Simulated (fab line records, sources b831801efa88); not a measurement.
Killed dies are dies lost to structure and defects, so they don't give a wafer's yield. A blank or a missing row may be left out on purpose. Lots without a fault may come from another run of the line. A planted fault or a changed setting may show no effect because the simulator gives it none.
Which tool did it? | flow gf180mcu | 13 lots, 39 wafers sampled, at 3 steps of a route of 602

WHAT THE GAUGES READ, wafer by wafer
GF_VT_IMPLANT_TW_MEAS_10. Usual: VT_IMPLANT_TW 565, standard deviation 4.1.
lot  | measured     | on            | VT_IMPLANT_TW | flag
L112 | day 5 17:07  | film_metro-03 | 560 562 561   |
L114 | day 6 03:28  | film_metro-02 | 569 568 572   |
L115 | day 6 14:04  | film_metro-02 | 568 572 570   |
L116 | day 6 14:15  | film_metro-02 | 568 572 568   |
L117 | day 6 18:52  | film_metro-01 | 565 563 563   |
L119 | day 7 08:34  | film_metro-02 | 570 567 566   |
L120 | day 7 15:43  | film_metro-02 | 566 565 567   |
L122 | day 8 06:13  | film_metro-01 | 563 564 563   |
L124 | day 8 15:42  | film_metro-02 | 569 567 570   |
L130 | day 10 07:08 | film_metro-02 | 566 564 567   |
L132 | day 10 16:07 | film_metro-03 | 561 559 563   |
L133 | day 10 22:44 | film_metro-01 | 564 562 561   |
L135 | day 11 11:22 | film_metro-01 | 562 564 564   |

WHICH TOOL RAN EACH LOT (tool, then ch and the chambers of the sampled wafers, then the start)
lot  | GF_STI_CMP_25                | GF_MVSD_STRIP_10
L112 | cmp-02 ch 1,2,3, day 2 05:20 | plasma_asher-03 ch 0, day 4 13:22
L114 | cmp-01 ch 1,2,3, day 2 14:04 | plasma_asher-04 ch 0,1, day 4 22:37
L115 | cmp-02 ch 0,3, day 2 22:32   | plasma_asher-01 ch 0,1, day 5 08:04
L116 | cmp-01 ch 0,1,3, day 3 00:20 | plasma_asher-01 ch 0, day 5 08:46
L117 | cmp-02 ch 0,1,3, day 3 05:28 | plasma_asher-04 ch 1, day 5 12:39
L119 | cmp-02 ch 0,1,3, day 3 15:22 | plasma_asher-03 ch 0,1, day 6 01:51
L120 | cmp-01 ch 0,2,3, day 3 21:59 | plasma_asher-01 ch 0,1, day 6 08:34
L122 | cmp-01 ch 0,1,2, day 4 07:40 | plasma_asher-04 ch 0,1, day 6 21:37
L124 | cmp-02 ch 0,2,3, day 4 17:25 | plasma_asher-01 ch 0,1, day 7 06:37
L130 | cmp-01 ch 1,2,3, day 6 01:53 | plasma_asher-04 ch 0,1, day 8 21:05
L132 | cmp-01 ch 1,2,3, day 6 10:55 | plasma_asher-03 ch 0,1, day 9 06:03
L133 | cmp-01 ch 0,1, day 6 17:11   | plasma_asher-04 ch 0,1, day 9 13:50
L135 | cmp-01 ch 0,1,3, day 7 02:01 | plasma_asher-01 ch 0,1, day 10 00:49
- GF_STI_CMP_25: polishes, stops on Si3N4, t overpolish 33 s, target thk 524.6 nm.
- GF_MVSD_STRIP_10: strips in O2/N2.

WHAT THE TOOLS THEMSELVES READ (means of the sampled wafers that have a number; where no wafer has one, the mark that the record gives instead)
GF_STI_CMP_25. Usual: motor_current_A 12.3 A, standard deviation 1.1; overpolish_run_s 33.000 s, standard deviation 0.0088; time_to_endpoint_s 119 s, standard deviation 4.9.
lot  | tool   | motor_current_A (A) | overpolish_run_s (s) | time_to_endpoint_s (s) | flag
L112 | cmp-02 | 12.5                | 32.998               | 120                    |
L114 | cmp-01 | 11.7                | 32.996               | 118                    |
L115 | cmp-02 | 12.2                | 32.994               | 121                    |
L116 | cmp-01 | 12.2                | 32.998               | 124                    |
L117 | cmp-02 | 12.0                | 33.008               | 117                    |
L119 | cmp-02 | 12.0                | 33.004               | 116                    |
L120 | cmp-01 | 12.4                | 33.009               | 125                    |
L122 | cmp-01 | 13.2                | 33.001               | 113                    |
L124 | cmp-02 | 11.9                | 32.998               | 123                    |
L130 | cmp-01 | 11.9                | 33.003               | 117                    |
L132 | cmp-01 | 12.1                | 33.005               | 116                    |
L133 | cmp-01 | 13.9                | 32.992               | 123                    |
L135 | cmp-01 | 12.3                | 32.993               | 122                    |

GF_MVSD_STRIP_10. Usual: drypump_motor_current_A 5.5 A, standard deviation 0.43; heater_power_w 352 W, standard deviation 47; oes_product_au 0.722 a.u., standard deviation 0.0045; strip_time_to_endpoint_s 36.96 s, standard deviation 0.11.
lot  | tool            | drypump_motor_current_A (A) | heater_power_w (W) | oes_product_au (a.u.) | strip_time_to_endpoint_s (s) | flag
L112 | plasma_asher-03 | 5.0                         | 427                | 0.720                 | 36.97                        |
L114 | plasma_asher-04 | 5.3                         | 370                | 0.724                 | 36.86                        |
L115 | plasma_asher-01 | 6.0                         | 316                | 0.722                 | 36.98                        |
L116 | plasma_asher-01 | 6.0                         | 348                | 0.723                 | 37.01                        |
L117 | plasma_asher-04 | 4.9                         | 327                | 0.727                 | 36.97                        |
L119 | plasma_asher-03 | 5.1                         | 401                | 0.723                 | 36.99                        |
L120 | plasma_asher-01 | 6.1                         | 306                | 0.724                 | 36.98                        |
L122 | plasma_asher-04 | 5.3                         | 366                | 0.722                 | 37.02                        |
L124 | plasma_asher-01 | 5.9                         | 329                | 0.719                 | 36.95                        |
L130 | plasma_asher-04 | 5.1                         | 346                | 0.719                 | 36.89                        |
L132 | plasma_asher-03 | 5.3                         | 359                | 0.722                 | 36.80                        |
L133 | plasma_asher-04 | 5.1                         | 351                | 0.726                 | 37.04                        |
L135 | plasma_asher-01 | 6.1                         | 309                | 0.724                 | 37.02                        |

THE ANSWER, worked out from the rows above alone
Rule: a lot is off if the mean of its wafers that have a number lies more than 3 standard deviations from the usual mean. A lot without any number at a reading at which 4 lots or more have one is off too. The other lots that the step has rows for count as sound. The gauges are gone through in route order, then the tools' own readings, and for those a lot's mean is taken as printed above. The first step at which some lot is off is used, and at that step the reading that is off furthest; a lot without a number counts as furthest.
No lot is off at any reading shown: from this, nothing can be told.

WHAT THE SIMULATOR HAD PUT IN
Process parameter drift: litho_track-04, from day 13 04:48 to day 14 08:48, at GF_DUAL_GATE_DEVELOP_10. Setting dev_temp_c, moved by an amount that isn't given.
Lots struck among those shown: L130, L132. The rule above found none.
